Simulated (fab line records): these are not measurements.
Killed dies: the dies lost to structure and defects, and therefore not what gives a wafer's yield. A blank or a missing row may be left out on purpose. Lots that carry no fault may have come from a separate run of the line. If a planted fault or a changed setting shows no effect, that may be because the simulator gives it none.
The tool behind it: which one?	flow gf180mcu	18 wafers from 6 lots sampled at 2 of the route's 602 steps

WHAT THE GAUGES READ, wafer by wafer
GF_HV_LDD_TW_MEAS_38.
lot	measured	on	HV_LDD_3_TW
L152	day 12 11:10	filmMetro-04	1456 1437 1454
L155	day 13 12:19	filmMetro-03	1443 1449 1453
L159	day 14 21:05	filmMetro-03	1437 1437 1445
L162	day 15 17:20	filmMetro-01	1440 1455 1444
L164	day 16 10:07	filmMetro-03	1446 1444 1445
L166	day 17 00:49	filmMetro-01	1756 1765 1762

WHAT TOOL EACH LOT RAN ON (gives the tool, then ch and the chambers of the sampled wafers, and finally the start)
lot	GF_HV_LDD_IMPLANT_36
L152	implanter-01 ch 0, day 12 10:55
L155	implanter-03 ch 0, day 13 12:04
L159	implanter-01 ch 0, day 14 20:51
L162	implanter-01 ch 0, day 15 17:05
L164	implanter-01 ch 0, day 16 09:52
L166	implanter-03 ch 0, day 17 00:34
- GF_HV_LDD_IMPLANT_36

THE ANSWER, worked out from the rows above alone
Rule: the usual values come from the lots themselves. Put in order of their means at a reading, lots are off if they are a third of the lots or fewer, leave a main group of 4 or more, and stand apart from it by a gap of 3 or more times the standard deviation of the main group's means; of several such gaps the widest counts. If all means in a main group match to the digits the tables above print for the reading, that group is not used. Also off: a lot with no number at a reading for which 4 or more lots have one. The other lots that the step has rows for count as sound.
Off: at GF_HV_LDD_TW_MEAS_38 (HV_LDD_3_TW), L166. Mean 1446 and standard deviation 3.3 in the main group.
If a tool, at a process step before that reading, ran all the lots that are off and no sound lot after the first of them, it fits. The gauges at GF_HV_LDD_TW_MEAS_38 are tried like those tools. This does not decide it: 2 tools fit, namely implanter-03 at GF_HV_LDD_IMPLANT_36 and filmMetro-01 at GF_HV_LDD_TW_MEAS_38.

WHAT HAD BEEN PUT IN BY THE SIMULATOR
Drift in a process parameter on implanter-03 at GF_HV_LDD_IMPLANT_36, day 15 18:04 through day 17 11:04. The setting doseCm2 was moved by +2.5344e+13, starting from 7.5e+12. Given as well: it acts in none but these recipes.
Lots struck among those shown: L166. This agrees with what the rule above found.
